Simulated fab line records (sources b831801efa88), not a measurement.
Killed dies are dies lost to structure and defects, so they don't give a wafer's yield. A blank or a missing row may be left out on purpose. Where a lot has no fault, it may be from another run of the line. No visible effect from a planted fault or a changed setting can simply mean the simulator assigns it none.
2 desks looking at one fault -- flow sky130 -- only its own numbers are on each desk; what lay behind them is given at the end

## FROM THE METROLOGY DESK
What the gauges read, lot by lot, whatever tool the lot ran on: means of the sampled wafers that have a number. A lot is out of limits, marked OUT, if its mean lies more than 4 standard deviations from the usual mean; the brackets give that distance.
Columns: A = VIA1_BOW at SKY_VIA1_BOW_MEAS_03, usual 82 um
lot,first seen here,A
L442,day 34 14:43,83
L444,day 35 03:26,84
L445,day 35 04:04,77
L446,day 35 08:28,77
L447,day 35 18:44,84
L448,day 36 01:59,79
L449,day 36 12:49,83
L451,day 36 17:42,78
L452,day 37 02:20,71
L459,day 39 18:15,85
L461,day 39 22:42,80
L460,day 39 23:19,77
This desk's finding: nothing out of limits on any of the 12 lots.

## TOOL OWNER'S DESK, pvdSputter-02
The tool's own readings at SKY_METAL2_SPUTTER_00 (material Ti, target thk 15 nm, time 10 s): means of the sampled wafers that have a number, for each lot that ran on this tool. A lot is out of limits, marked OUT, if its mean lies more than 4 standard deviations from the usual mean; the brackets give that distance.
Columns: A = cathodeDcPowerW at SKY_METAL2_SPUTTER_00, usual 3000.0 W; B = throttleValvePct at SKY_METAL2_SPUTTER_00, usual 29.6 %
lot,first seen here,A,B
L442,day 35 17:14,2999.7,29.9
L444,day 36 05:59,2999.5,30.0
L445,day 36 06:43,3000.0,29.2
L446,day 36 11:14,3000.0,29.8
L447,day 36 19:58,3000.4,29.8
L448,day 37 04:22,3365.2 (+99 or more) OUT,30.6
L449,day 37 16:50,3365.3 (+99 or more) OUT,30.1
Finding of this desk: L448, L449 out of limits; the first was L448 at day 37 04:22, on cathodeDcPowerW at SKY_METAL2_SPUTTER_00. In limits: L442, L444, L445, L446, L447.

## ALL TOGETHER
On L448, L449, at day 37 04:22, an alarm was possible from the tool owner's desk.
The metrology desk saw nothing out of limits.
The metrology desk has L448, L449 on record, within its limits.
All the named lots went through SKY_METAL2_SPUTTER_00 on pvdSputter-02.

## WHAT WAS PUT IN BY THE SIMULATOR
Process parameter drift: pvdSputter-02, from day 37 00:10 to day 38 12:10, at SKY_METAL2_SPUTTER_00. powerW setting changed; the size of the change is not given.
Lots struck among those shown: L448, L449.
How many hours passed from the start of the fault until each desk's first out-of-limits reading: the tool owner's desk, 4.
